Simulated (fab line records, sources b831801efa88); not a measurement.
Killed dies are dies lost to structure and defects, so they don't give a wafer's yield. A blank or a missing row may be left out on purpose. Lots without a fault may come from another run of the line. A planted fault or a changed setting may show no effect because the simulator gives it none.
Tool commonality check | flow gf180mcu | 14 lots, 42 wafers sampled

WHY IT WAS OPENED
At GF_POLY_GATE_CD_MEAS_10 the reading cd_nm is flagged on 2 of 14 lots. Wafers without a fault read 280.0 nm, standard deviation 0.92.
Rule: a lot is flagged when every wafer of it that has a number lies more than 4 standard deviations from that mean, or none has a number. The other lots count as sound.

lot  | measured     | on        | cd_nm (nm), wafer by wafer | flag
L824 | day 9 08:19  | cd_sem-02 | 279.4 279.5 280.4          |
L825 | day 9 14:27  | cd_sem-01 | 280.1 279.5 279.1          |
L826 | day 9 16:04  | cd_sem-02 | 279.9 279.0 279.1          |
L827 | day 10 01:06 | cd_sem-01 | 279.1 279.6 280.0          |
L828 | day 10 06:01 | cd_sem-01 | 280.9 280.0 281.2          |
L829 | day 10 16:01 | cd_sem-01 | 279.6 279.0 279.4          |
L832 | day 11 15:30 | cd_sem-01 | 281.5 282.2 281.1          |
L833 | day 11 23:10 | cd_sem-02 | 281.1 280.2 280.0          |
L834 | day 12 05:08 | cd_sem-02 | 280.6 279.4 279.9          |
L835 | day 12 10:19 | cd_sem-01 | 280.5 280.9 280.6          |
L836 | day 12 17:34 | cd_sem-01 | 281.9 280.2 280.5          |
L837 | day 12 20:37 | cd_sem-01 | 281.2 281.0 280.7          |
L840 | day 13 17:40 | cd_sem-01 | 287.1 286.3 287.3          | FLAGGED
L841 | day 14 01:23 | cd_sem-02 | 288.3 287.8 287.2          | FLAGGED
The numbers of the flagged lots are 287.3 nm on average: +7.3 nm against the usual, or +8 standard deviations.

WHICH TOOL RAN EACH LOT
The record holds 1 process step before the reading, out of a route of 602 steps. In each cell: the tool, then ch and the chambers that the sampled wafers went through, then the start.
lot  | flag    | GF_POLY_GATE_PEB_08
L824 |         | litho_track-04 ch 0, day 9 07:58
L825 |         | litho_track-01 ch 0, day 9 14:07
L826 |         | litho_track-01 ch 0, day 9 15:45
L827 |         | litho_track-01 ch 0, day 10 00:46
L828 |         | litho_track-04 ch 0, day 10 05:40
L829 |         | litho_track-04 ch 0, day 10 15:40
L832 |         | litho_track-03 ch 0, day 11 15:11
L833 |         | litho_track-03 ch 0, day 11 22:49
L834 |         | litho_track-04 ch 0, day 12 04:48
L835 |         | litho_track-04 ch 0, day 12 09:59
L836 |         | litho_track-03 ch 0, day 12 17:13
L837 |         | litho_track-04 ch 0, day 12 20:16
L840 | FLAGGED | litho_track-04 ch 0, day 13 17:19
L841 | FLAGGED | litho_track-04 ch 0, day 14 01:04
What these steps do:
- GF_POLY_GATE_PEB_08: peb time 90 s.
- GF_POLY_GATE_CD_MEAS_10: target cd 280 nm.

FLAGGED OVER TOTAL, TOOL BY TOOL (the gauges that took the reading come last)
step                    | tool           | lots run | flagged | share of the flagged lots | sound lots run after its first flagged lot
GF_POLY_GATE_PEB_08     | litho_track-01 | 3        | 0       | none                      | -
GF_POLY_GATE_PEB_08     | litho_track-03 | 3        | 0       | none                      | -
GF_POLY_GATE_PEB_08     | litho_track-04 | 8        | 2       | all                       | 0
GF_POLY_GATE_CD_MEAS_10 | cd_sem-01      | 9        | 1       | some                      | 0
GF_POLY_GATE_CD_MEAS_10 | cd_sem-02      | 5        | 1       | some                      | 0

WHAT THE TABLE ALLOWS
1 row of the table ran every flagged lot: litho_track-04 at GF_POLY_GATE_PEB_08.
- litho_track-04 at GF_POLY_GATE_PEB_08: 2 of its 8 lots flagged. Its last sound lot is L837 (day 12 20:16), its first flagged lot L840 (day 13 17:19): a fault that began between those two fits. Its own readings lie more than 4 standard deviations out on every wafer of the flagged lots: heater_power_total_W, plate_temp_C.
One tool is left: litho_track-04 at GF_POLY_GATE_PEB_08.

WHAT THE SIMULATOR HAD PUT IN
Process parameter drift: litho_track-04, from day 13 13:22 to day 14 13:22, at GF_POLY_GATE_PEB_08. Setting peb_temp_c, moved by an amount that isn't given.
Lots struck among those shown: L840, L841. The rule above found the same.
